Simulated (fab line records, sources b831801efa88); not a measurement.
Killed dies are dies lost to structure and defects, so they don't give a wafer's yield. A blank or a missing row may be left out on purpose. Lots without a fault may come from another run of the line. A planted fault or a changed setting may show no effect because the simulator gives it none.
fab line records | flow sky130
record lots=11 wafers=33 last_day=50
route steps=708 shown LDD_LDN@296 POLY_CUT@317 RES_XHIGH@340 LI_CONTACT@364 PAD_OPEN@708
lots that met no fault: from a run of the same line without faults
start_h: hours from the record's first day to the start of the lot's first wafer shown | wait_h: hours since the lot's step before | " the same as in the row above | L1.1+2: a row that stands for several wafers | - no value, or no start given | * or withheld: withheld | < > ~ a bound
route shown NAME@n: a module of which the file shows steps, and the number in the route of the first | usual: mean/standard deviation of fault-free wafers | same: alike in all rows | chamber/n: place in a boat | sites: the reading at each site | _std_site: their standard deviation | _edge_site: outer sites' mean less inner sites' | radius_mm: how far each site lies from the wafer's centre | mask NAME#n: copy n | behind: the tool/chamber that last shaped the wafer | hold: why the lot was held/for how many hours/how that ended | device: the transistor (n, p or np) that didn't switch | end of line: the same wafers' tests at the end of the route | a step without rows: its recipe alone | killed: dies lost to structure and defects at the first sort, not the wafer's yield | map: a wafer's dies, x killed, . not, _ none there
set.NAME: the setting as run; set.NAME@STEP: as run at that earlier step | model.NAME: the simulator's own value behind a step, which no gauge read
steps of the route over a sample of lots; a table a step, a row a wafer
services: from which hour (start_h, from the record's first day; less than 0 if before it) a tool's chamber was out of use, for how many hours, and why
## steps
# step SKY_LDD_LDN_OVL_MEAS_07
# usual LDD_LDN_OVL=0.3/1.7
# columns lot.wafer tool chamber start_h wait_h LDD_LDN_OVL[nm]
L351.1 overlay-02 - 521.69 0.1 0.5
L351.4 " - " " 2.8
L351.6 " - " " 0.3
L352.1 overlay-01 - 530.77 0.1 -1.0
L352.4 " - " " 0.3
L352.5 " - " " -0.2
L353.1 overlay-02 - 543.02 0.1 1.6
L353.2 " - " " -0.5
L353.5 " - " " -0.3
L355.1 overlay-01 - 567.72 0.1 -1.2
L355.2 " - " " -1.0
L355.5 " - " " -1.5
L358.2 overlay-01 - 586.09 0.1 -0.5
L358.3 " - " " 1.0
L358.4 " - " " 0.2
L359.2 overlay-01 - 596.96 0.1 1.6
L359.3 " - " " 1.8
L359.6 " - " " -0.4
L361.1 overlay-02 - 610.37 0.1 0.7
L361.2 " - " " -0.3
L361.5 " - " " -1.3
L370.1 overlay-02 - 696.70 0.1 -2.9
L370.5 " - " " -1.4
L370.6 " - " " -3.6
L371.1 overlay-01 - 697.92 0.1 -1.9
L371.2 " - " " -0.4
L371.5 " - " " 0.3
L373.1 overlay-01 - 711.79 0.1 -1.8
L373.3 " - " " -2.5
L373.4 " - " " -2.5
L374.2 overlay-02 - 714.51 0.1 3.2
L374.5 " - " " 3.5
L374.6 " - " " 3.6
# step SKY_POLY_CUT_ETCH_10
# recipe chemistry=N2/H2 target=BARC ion_energy_ev=200 source_w=500 bias_w=100 pressure_mtorr=30 n2_flow_sccm=100 h2_flow_sccm=200 stop_on=SiO2 time_s=45.9 target_depth_a=600
# usual drypump_motor_current_A=5.55/0.28 oes_product_au=0.855/0.0047 throttle_valve_pct=13.225/0.0089
# same time_s=45.9
# columns lot.wafer tool chamber start_h wait_h drypump_motor_current_A oes_product_au rf_hours_counter_h throttle_valve_pct
L351.1 rie_diel-02 0 553.74 0.0 5.21 0.858 54 13.238
L351.4 " 3 " " 5.47 0.852 32 13.217
L351.6 " 0 " " 5.21 0.849 - 13.211
L352.1 rie_diel-01 2 563.68 0.0 5.68 0.847 65 13.213
L352.4 " 3 " " 5.49 0.848 75 13.217
L352.5 " 2 " " 5.67 0.854 - 13.209
L353.1 rie_diel-03 3 575.13 0.0 5.60 0.854 16 13.220
L353.2 " 2 " " 5.52 0.860 4 13.222
L353.5 " 1 " " 5.37 0.857 - 13.235
L355.1 rie_diel-02 3 599.38 0.0 5.49 0.858 33 13.231
L355.2 " 0 " " 5.21 0.855 55 13.228
L355.5 " 2 " " 6.04 0.853 - 13.238
L358.2 rie_diel-03 0 617.69 0.0 5.74 0.856 6 13.232
L358.3 " 2 " " 5.51 0.846 4 13.233
L358.4 " 3 " " 5.54 0.851 17 13.228
L359.2 rie_diel-03 0 629.14 0.0 5.74 0.867 7 13.227
L359.3 " 3 " " 5.57 0.849 17 13.230
L359.6 " 3 " " 5.56 0.846 - 13.216
L361.1 rie_diel-03 2 643.33 0.0 5.54 0.852 5 13.236
L361.2 " 3 " " 5.57 0.854 17 13.223
L361.5 " 2 " " 5.51 0.852 - 13.224
L370.1 rie_diel-03 1 726.89 0.0 5.40 0.852 12 13.217
L370.5 " 2 " " 5.51 0.853 - 13.231
L370.6 " 3 " " 5.50 0.851 - 13.234
L371.1 rie_diel-01 1 728.93 0.0 5.73 0.851 22 13.219
L371.2 " 2 " " 5.67 0.853 2 13.212
L371.5 " 1 " " 5.72 0.860 - 13.219
L373.1 rie_diel-03 0 741.63 0.0 5.74 0.852 9 13.235
L373.3 " 3 " " 5.58 0.860 20 13.228
L373.4 " 2 " " 5.50 0.860 8 13.225
L374.2 rie_diel-02 0 744.93 0.0 5.23 0.853 1 13.233
L374.5 " 3 " " 5.47 0.848 - 13.227
L374.6 " 2 " " 6.03 0.852 - 13.230
# step SKY_RES_XHIGH_STRIP_08
# recipe chemistry=O2/N2 power_w=1400 pressure_mtorr=1500 platen_temp_c=withheld o2_flow_sccm=3000 n2_flow_sccm=300 overash_fraction=0.5
# usual drypump_motor_current_A=5.7/0.31 oes_product_au=0.711/0.005 strip_time_to_endpoint_s=14.28/0.044
# columns lot.wafer tool chamber start_h wait_h drypump_motor_current_A oes_product_au rf_hours_counter_h strip_time_to_endpoint_s
L351.1 plasma_asher-04 0 613.25 0.1 5.7 0.708 49 14.30
L351.4 " 1 " " 5.9 0.705 - 14.31
L351.6 " 1 " " 5.9 0.710 - 14.31
L352.1 plasma_asher-04 0 623.27 0.1 5.7 0.709 50 14.29
L352.4 " 1 " " 5.9 0.716 - 14.27
L352.5 " 0 " " 5.7 0.712 - 14.30
L353.1 plasma_asher-04 0 633.77 0.1 5.7 0.711 51 14.33
L353.2 " 1 " " 5.9 0.719 51 14.31
L353.5 " 1 " " 5.9 0.707 - 14.31
L355.1 plasma_asher-04 1 658.47 0.1 5.9 0.708 53 14.33
L355.2 " 0 " " 5.7 0.703 53 14.32
L355.5 " 1 " " 5.9 0.710 - 14.31
L358.2 plasma_asher-04 1 674.87 0.1 5.9 0.714 55 14.30
L358.3 " 1 " " 5.9 0.713 - 14.30
L358.4 " 0 " " 5.7 0.709 - 14.24
L359.2 plasma_asher-02 1 687.28 0.1 6.1 0.712 26 14.30
L359.3 " 0 " " 5.3 0.716 - 14.29
L359.6 " 1 " " 6.1 0.708 - 14.33
L361.1 plasma_asher-02 1 700.20 0.1 6.1 0.725 27 14.25
L361.2 " 0 " " 5.3 0.714 27 14.29
L361.5 " 1 " " 6.1 0.714 - 14.27
L370.1 plasma_asher-04 1 780.87 0.1 5.9 0.715 64 14.32
L370.5 " 1 " " 5.9 0.721 - 14.31
L370.6 " 0 " " 5.7 0.710 - 14.28
L371.1 plasma_asher-04 0 783.43 0.1 5.7 0.724 65 14.32
L371.2 " 1 " " 5.9 0.712 65 14.25
L371.5 " 1 " " 5.9 0.712 - 14.29
L373.1 plasma_asher-04 1 795.82 0.1 5.9 0.718 66 14.27
L373.3 " 0 " " 5.7 0.716 - 14.23
L373.4 " 1 " " 5.9 0.711 - 14.20
L374.2 plasma_asher-04 1 799.00 0.1 5.9 0.717 66 14.20
L374.5 " 0 " " 5.7 0.716 - 14.23
L374.6 " 1 " " 5.9 0.702 - 14.24
# step SKY_LI_CONTACT_CMP_02
# recipe material=PSG down_force_psi=4 platen_rpm=60 pad_velocity_m_s=0.94248
# usual edge_zone_pressure_frac=1.001/0.0044 head_pressure_psi=4.001/0.008 motor_current_A=11.6/0.86 platen_rpm=60.00/0.038 time_to_endpoint_s=31.4/2.5
# columns lot.wafer tool chamber start_h wait_h edge_zone_pressure_frac head_pressure_psi motor_current_A platen_rpm time_to_endpoint_s
L351.4 cmp-02 3 643.78 0.1 1.011 3.969 11.5 60.00 32.3
L351.1 " 0 " " 1.002 4.006 12.0 59.99 34.2
L351.6 " 3 " " 1.002 3.989 11.5 60.08 30.0
L352.1 cmp-01 3 653.52 0.1 0.995 4.007 11.7 60.01 32.8
L352.4 " 2 " " 1.004 4.010 10.3 59.98 33.8
L352.5 " 0 " " 0.996 4.000 12.9 59.91 37.0
L353.2 cmp-01 3 664.05 0.0 0.997 4.004 12.2 60.00 34.0
L353.1 " 0 " " 1.003 3.997 13.6 59.96 34.2
L353.5 " 0 " " 1.005 3.992 12.9 59.97 35.0
L355.1 cmp-02 1 688.08 0.1 1.001 3.999 10.8 59.98 30.1
L355.2 " 3 " " 1.001 3.993 11.7 59.98 27.3
L355.5 " 0 " " 1.000 4.007 11.9 60.04 29.3
L358.2 cmp-02 1 703.29 0.0 1.007 4.005 10.4 60.00 30.3
L358.3 " 2 " " 1.002 4.019 11.8 60.01 29.3
L358.4 " 0 " " 1.000 3.991 12.2 60.10 30.5
L359.3 cmp-02 0 716.17 0.1 1.000 4.011 12.1 59.93 30.9
L359.2 " 1 " " 1.005 4.006 10.8 59.96 32.1
L359.6 " 3 " " 0.996 4.004 11.6 59.99 32.0
L361.1 cmp-02 3 729.08 0.1 1.009 4.005 11.6 60.00 27.6
L361.2 " 0 " " 1.002 4.003 12.0 59.99 30.4
L361.5 " 2 " " 1.002 3.993 11.9 60.04 30.3
L370.1 cmp-02 2 808.43 0.1 - - - - -
L370.6 " 0 " " - - - - -
L370.5 " 1 " " - - - - -
L371.1 cmp-01 1 810.53 0.1 - - - - -
L371.2 " 3 " " - - - - -
L371.5 " 1 " " - - - - -
L373.1 cmp-01 1 822.32 0.1 0.998 3.997 11.5 60.03 35.9
L373.4 " 2 " " 1.002 4.001 11.1 60.08 33.1
L373.3 " 3 " " 1.000 4.000 12.2 60.01 33.9
L374.2 cmp-02 0 827.19 0.2 0.998 3.999 11.3 60.01 33.6
L374.5 " 3 " " 1.003 4.003 11.8 59.98 36.7
L374.6 " 0 " " 0.993 4.007 12.2 59.94 36.1
# step SKY_LI_CONTACT_ETCH_15
# recipe target=PSG chemistry=C4F8/O2/Ar stop_on=Si taper_deg=4.15 mask_material=KrF-thick source_w=1500 bias_w=1200 pressure_mtorr=40 c4f8_flow_sccm=withheld O2_flow_sccm=6 Ar_flow_sccm=300 time_s=withheld target_depth_a=6000
# usual oes_product_au=0.836/0.0044
# columns lot.wafer tool chamber start_h wait_h oes_product_au
L351.1 rie_diel-03 0 673.53 0.0 0.849
L351.4 " 1 " " 0.838
L351.6 " 1 " " 0.841
L352.1 rie_diel-03 0 682.44 0.0 0.839
L352.4 " 3 " " 0.840
L352.5 " 0 " " 0.832
L353.1 rie_diel-03 0 692.73 0.0 0.835
L353.2 " 3 " " 0.839
L353.5 " 1 " " 0.838
L355.1 rie_diel-01 3 716.73 0.0 0.836
L355.2 " 1 " " 0.838
L355.5 " 3 " " 0.837
L358.2 rie_diel-03 3 731.99 0.0 0.831
L358.3 " 2 " " 0.829
L358.4 " 0 " " 0.835
L359.2 rie_diel-01 3 744.48 0.0 0.834
L359.3 " 2 " " 0.828
L359.6 " 1 " " 0.840
L361.1 rie_diel-04 3 756.72 0.0 0.839
L361.2 " 0 " " 0.837
L361.5 " 2 " " 0.828
L370.1 rie_diel-01 3 835.94 0.0 1.628
L370.5 " 2 " " 1.646
L370.6 " 3 " " 1.632
L371.1 rie_diel-01 0 838.09 0.0 1.629
L371.2 " 2 " " 1.632
L371.5 " 0 " " 1.635
L373.1 rie_diel-03 3 848.47 0.0 0.832
L373.3 " 2 " " 0.837
L373.4 " 1 " " 0.830
L374.2 rie_diel-03 0 853.84 0.0 0.835
L374.5 " 2 " " 0.842
L374.6 " 3 " " 0.833
# step SKY_PAD_OPEN_PROBE_99
# usual killed_at_M0_to_M3=42/6.4 killed_at_M4_up=3.0/2 killed_at_contacts=24/5.2 killed_at_front_end=14/4.2 killed_at_other=0.4/0.72 killed_dies=84/9 killed_on_rim=16/3.7 killed_open=46/6.6 killed_short=38/6
# same gross_dies=492 killed_at_back_side=0
# columns lot.wafer tool chamber start_h wait_h killed_at_M0_to_M3 killed_at_M4_up killed_at_contacts killed_at_front_end killed_at_other killed_dies killed_on_rim killed_open killed_short
L355.1 prober-01 - 1106.31 0.1 42 2 20 19 2 85 17 50 34
L358.2 prober-02 - 1118.31 0.1 39 2 29 16 0 86 23 45 40
L358.3 prober-02 - 1118.36 0.2 39 1 17 13 0 70 9 43 27
L358.4 prober-02 - 1118.41 0.2 41 3 20 16 0 80 21 35 45
L361.1 prober-01 - 1133.52 0.1 45 3 23 8 0 79 15 43 36
L361.2 prober-01 - 1133.57 0.1 48 3 22 12 0 85 14 46 39
L361.5 prober-01 - 1133.72 0.2 33 3 26 12 0 74 15 31 42
L370.1 prober-01 - 1187.71 0.1 40 2 428 21 1 492 96 54 33
L370.5 prober-01 - 1187.91 0.2 43 2 432 14 1 492 96 44 34
L370.6 prober-01 - 1187.96 0.2 40 3 433 15 1 492 96 37 46
L371.1 prober-02 - 1191.62 0.1 58 2 419 13 0 492 96 47 41
L371.2 prober-02 - 1191.67 0.1 40 4 425 23 0 492 96 47 35
L371.5 prober-02 - 1191.82 0.2 39 5 427 20 1 492 96 36 39
# killed by level:class
L355.1 LI_CONTACT:geometric_particle:open=10 VIA3:geometric_particle:open=9 VIA3:geometric_particle:short=8 POLY_GATE:geometric_particle:short=7 CONTACT:geometric_particle:open=7 VIA1:geometric_particle:open=6 VIA2:geometric_particle:open=6 POLY_GATE:geometric_particle:open=5
L358.2 CONTACT:geometric_particle:open=11 VIA1:geometric_particle:open=7 LI_CONTACT:geometric_particle:open=7 CONTACT:geometric_particle:short=7 METAL1:geometric_particle:short=6 FIELD_ISO:geometric_particle:open=4 METAL2:geometric_particle:short=4 VIA1:geometric_particle:short=4
L358.3 CONTACT:geometric_particle:open=11 VIA1:geometric_particle:open=11 METAL2:geometric_particle:short=8 FIELD_ISO:geometric_particle:open=4 METAL1:geometric_particle:short=4 VIA1:geometric_particle:short=4 VIA3:geometric_particle:open=4 POLY_GATE:geometric_particle:open=3
L358.4 VIA1:geometric_particle:open=10 METAL2:geometric_particle:short=8 FIELD_ISO:geometric_particle:short=6 CONTACT:geometric_particle:open=6 VIA2:geometric_particle:open=6 POLY_GATE:geometric_particle:short=5 VIA3:geometric_particle:short=5 LI_CONTACT:geometric_particle:open=4
L361.1 METAL2:geometric_particle:short=10 VIA2:geometric_particle:open=9 VIA3:geometric_particle:open=8 CONTACT:geometric_particle:open=7 LI_CONTACT:geometric_particle:short=6 LI_CONTACT:geometric_particle:open=5 VIA1:geometric_particle:open=5 VIA2:geometric_particle:short=4
L361.2 VIA1:geometric_particle:open=13 CONTACT:geometric_particle:open=8 LI_CONTACT:geometric_particle:open=7 METAL1:geometric_particle:short=7 VIA3:geometric_particle:open=6 VIA2:geometric_particle:open=5 LOCAL_INTERCONNECT:geometric_particle:short=4 VIA1:geometric_particle:short=4
L361.5 CONTACT:geometric_particle:open=7 LOCAL_INTERCONNECT:geometric_particle:short=6 METAL1:geometric_particle:short=6 LI_CONTACT:geometric_particle:open=5 VIA1:geometric_particle:open=5 METAL2:geometric_particle:short=5 VIA2:geometric_particle:open=4 METAL3:geometric_particle:short=4
L370.1 LI_CONTACT:area_cmp=355 LI_CONTACT:area_etch=50 VIA1:geometric_particle:open=10 CONTACT:geometric_particle:open=10 VIA2:geometric_particle:open=9 FIELD_ISO:geometric_particle:open=6 CONTACT:geometric_particle:short=5 METAL1:geometric_particle:short=5
L370.5 LI_CONTACT:area_cmp=397 LI_CONTACT:area_etch=17 VIA1:geometric_particle:open=10 CONTACT:geometric_particle:open=9 METAL2:geometric_particle:short=7 VIA2:geometric_particle:open=6 POLY_GATE:geometric_particle:short=5 LI_CONTACT:geometric_particle:open=4
L370.6 LI_CONTACT:area_cmp=402 VIA1:geometric_particle:open=10 LOCAL_INTERCONNECT:geometric_particle:short=9 METAL1:geometric_particle:short=8 LI_CONTACT:area_etch=7 VIA1:geometric_particle:short=6 POLY_GATE:geometric_particle:open=5 FIELD_ISO:geometric_particle:open=4
L371.1 LI_CONTACT:area_cmp=395 VIA1:geometric_particle:open=16 METAL2:geometric_particle:short=12 LI_CONTACT:area_etch=9 VIA3:geometric_particle:open=7 CONTACT:geometric_particle:open=5 VIA1:geometric_particle:short=5 FIELD_ISO:geometric_particle:short=4
L371.2 LI_CONTACT:area_cmp=402 FIELD_ISO:geometric_particle:open=8 VIA1:geometric_particle:open=8 LI_CONTACT:area_etch=7 VIA1:geometric_particle:short=6 LI_CONTACT:geometric_particle:open=5 CONTACT:geometric_particle:open=5 METAL2:geometric_particle:short=5
L371.5 LI_CONTACT:area_cmp=402 LI_CONTACT:area_etch=15 METAL2:geometric_particle:short=9 VIA1:geometric_particle:open=8 FIELD_ISO:geometric_particle:short=7 POLY_GATE:geometric_particle:open=5 FIELD_ISO:geometric_particle:open=4 POLY_GATE:geometric_particle:short=4
## services
# columns tool chamber start_h hours kind
cmp-01 - 532.81 1.0 repair
cmp-02 - 534.53 3.7 repair
rie_diel-03 3 555.44 7.3 repair
cmp-02 - 572.14 4.0 pm
plasma_asher-04 - 595.33 1.9 repair
rie_diel-01 1 597.98 13.6 repair
cmp-02 - 599.67 6.5 repair
plasma_asher-04 - 616.86 3.0 repair
rie_diel-03 3 619.45 1.2 repair
rie_diel-01 0 628.40 5.2 repair
rie_diel-01 3 640.50 3.9 repair
rie_diel-01 2 656.19 2.5 repair
rie_diel-03 - 658.77 2.8 pm
cmp-02 - 691.07 2.4 repair
cmp-02 - 696.63 5.6 pm
rie_diel-01 3 719.77 1.5 repair
cmp-02 - 746.17 4.1 repair
rie_diel-03 3 753.62 11.4 repair
rie_diel-01 0 756.41 35.0 repair
plasma_asher-04 - 764.56 15.6 pm
cmp-02 - 770.32 0.8 repair
rie_diel-03 2 780.34 10.8 repair
rie_diel-01 - 791.40 0.8 repair
cmp-02 - 834.53 3.8 repair
## key
first_sign step=SKY_LI_CONTACT_CMP_02 reading=tool_record direction=missing
effect step=SKY_LI_CONTACT_ETCH_15 reading=oes_product_au direction=up sigmas=99+ usual=0.836 struck=1.634
effect step=SKY_PAD_OPEN_PROBE_99 reading=killed_at_contacts direction=up sigmas=77 usual=24 struck=427
more_kills_born_at SKY_LI_CONTACT_CMP_02@cmp-01=1193 SKY_LI_CONTACT_CMP_02@cmp-02=1152
met_at SKY_LI_CONTACT_CMP_02
struck_lots L370,L371
later_rows_left_out L370.1,L370.5,L370.6,L371.1,L371.2,L371.5
tester_left_out L370,L371
not_acting_at SKY_LDD_LDN_OVL_MEAS_07,SKY_POLY_CUT_ETCH_10,SKY_RES_XHIGH_STRIP_08
onset_between 729.08 808.43
fault kind=skipped_step_whole tool=cmp-01,cmp-02 chamber=- onset_h=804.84 steps=SKY_LI_CONTACT_CMP_02 scope=struck_lots_only
# tester_left_out: of these lots the tester's yield and bins aren't shown, on N5 and GAA mostly nor the transistor test; their killed dies are dies lost to structure and defects alone, not to doping, threshold or leakage, so they don't give the yield
# later_rows_left_out: the simulator's readings of these wafers behind a module that went badly wrong aren't trusted and aren't shown, but for the sort
